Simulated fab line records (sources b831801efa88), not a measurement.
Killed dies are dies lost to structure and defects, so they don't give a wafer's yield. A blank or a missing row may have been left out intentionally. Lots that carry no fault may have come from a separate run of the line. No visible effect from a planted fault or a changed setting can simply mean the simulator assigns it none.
Code-filled problem report in 8D (eight disciplines) form | flow sky130 | the parts of the form that need people (team, actions taken, sign-off) are left out

== 1. THE PROBLEM ==
doseIonsCm2 at SKY_LDD_N_IMPLANT_10 reads a mean of 6.8e+13 on 6 wafers of 2 lots; wafers without a fault read 7.5e+13 with a standard deviation of 8.1e+10. Relative to the usual mean, that is a shift of -91 standard deviations.
Seen first at day 19 22:21 on implanter-01, wafer L628.3. The record holds 18 wafers of 6 lots with a number at this step. Rule for "out", or "out of limits": more than 4 standard deviations from the usual mean. All remaining wafers that have a number are taken as sound.

== 2. WHAT IT IS AND WHAT IT IS NOT ==
question                    | is                     | is not
which readings at this step | doseIonsCm2            | -
which lots                  | L628, L631             | L624, L641, L643, L645
which wafers of those lots  | all that have a number | -
read on which tools         | implanter-01           | implanter-03, implanter-04
when                        | from day 19 22:21      | up to then (3 sound wafers); but 9 sound wafers of L641, L643, L645 came after

== 3. SUSPECTS, AND WHAT RULES EACH OUT ==
Counting: a tool at any process step up to the reading remains a suspect when it ran all the lots that are out and ran no sound lot after the first of those.
- implanter-01 at SKY_LDD_N_IMPLANT_10: ruled out as a lasting fault. The sound lots L641, L643 went through it after L628, its earliest lot that is out (day 19 22:21).
Left after counting: nothing in the record.

== 4. THE CAUSE (what the simulator had put in) ==
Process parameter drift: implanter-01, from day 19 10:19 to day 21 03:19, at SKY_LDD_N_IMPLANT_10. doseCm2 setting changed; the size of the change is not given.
Counting ruled it out, wrongly.

== 5. THE CHAIN OF EFFECTS, in route order ==
Each row: a reading whose mean over the struck wafers that have a number lies more than 3 standard deviations from the usual. Scope: only readings with a usual standard deviation given in the record; hours: median across lots of the time from each lot's start at the first step in this table that gives one to its start at this step; sigmas: change in usual standard deviations.
hours | step                 | reading          | usual   | on struck wafers | change   | sigmas
0     | SKY_LDD_N_IMPLANT_10 | doseIonsCm2      | 7.5e+13 | 6.8e+13          | -7.3e+12 | -91
0     | SKY_LDD_N_IMPLANT_10 | faradayCurrentUA | 423     | 379              | -44      | -5.1
The process steps in it:
- SKY_LDD_N_IMPLANT_10

== 6. HOW IT WOULD HAVE BEEN CAUGHT EARLIER ==
The fault began at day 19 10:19; the first out-of-limits reading in this record came at day 19 22:21, 12 hours later.
